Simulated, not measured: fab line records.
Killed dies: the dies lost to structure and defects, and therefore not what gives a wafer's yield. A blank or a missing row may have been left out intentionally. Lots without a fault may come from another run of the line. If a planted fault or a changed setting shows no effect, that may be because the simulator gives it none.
2 desks, one fault	flow sky130	only its own numbers are on each desk; what lay behind them is given at the end

== AT THE TOOL OWNER'S DESK: implanter-04 ==
For each lot that ran on this tool, the mean over its sampled wafers that have a number, from the tool's own readings at SKY_VT_ADJUST_NCORE_IMPLANT_09. A lot is out of limits, marked OUT, if its mean lies more than 4 standard deviations from the usual mean; the brackets give that distance.
Columns: A = beam_energy_keV at SKY_VT_ADJUST_NCORE_IMPLANT_09, usual 9.9997
lot	first seen here	A
L343	day 9 17:23	10.0005
L353	day 12 17:19	9.9999
L354	day 13 07:03	9.9995
Finding of this desk: none of the 3 lots has anything out of limits.

== THE METROLOGY DESK ==
Lot by lot, what the gauges showed, no matter which tool ran the lot: averages of those sampled wafers that carry a number. A lot is out of limits, marked OUT, if its mean lies more than 4 standard deviations from the usual mean; the brackets give that distance. Readings shown: 7 of its 9, picked as those furthest out on some lot.
Columns: A = VT_ADJUST_LVTN_2_TW at SKY_VT_ADJUST_LVTN_TW_MEAS_21, usual 187.6; B = VT_ADJUST_NCORE_OVL at SKY_VT_ADJUST_NCORE_OVL_MEAS_08, usual -0.2 nm; C = cd_nm at SKY_VT_ADJUST_HVTR_CD_MEAS_07, usual 379.8 nm; D = VT_ADJUST_HVTR_OVL at SKY_VT_ADJUST_HVTR_OVL_MEAS_08, usual 0.1 nm; E = VT_ADJUST_HVTR_TW at SKY_VT_ADJUST_HVTR_TW_MEAS_11, usual 211.4; F = VT_ADJUST_PCH_OVL at SKY_VT_ADJUST_PCH_OVL_MEAS_07, usual -0.9 nm; G = VT_ADJUST_PCH_TW at SKY_VT_ADJUST_PCH_TW_MEAS_10, usual 142.4
lot	first seen here	A	B	C	D	E	F	G
L341	day 8 03:35	188.4	1.2	380.5	-0.3	211.8	-2.4	142.3
L343	day 8 20:19	185.8	1.4	380.3	0.9	209.7	0.6	142.9
L353	day 11 16:58	186.2	0.8	381.5	-1.9	211.4	0.8	140.8
L354	day 12 06:08	188.7	1.9	375.3	0.3	210.9	-1.5	140.8
L357	day 13 03:22	188.8	-1.4	382.8	1.5	212.1	-1.8	143.5
L359	day 13 07:26	187.1	-1.4	375.3	0.6	211.0	-0.3	143.3
Finding of this desk: none of the 6 lots has anything out of limits.

== ALL TOGETHER ==
The desk of the tool owner found nothing out of limits.
The metrology desk saw nothing out of limits.

== WHAT THE SIMULATOR HAD INSERTED ==
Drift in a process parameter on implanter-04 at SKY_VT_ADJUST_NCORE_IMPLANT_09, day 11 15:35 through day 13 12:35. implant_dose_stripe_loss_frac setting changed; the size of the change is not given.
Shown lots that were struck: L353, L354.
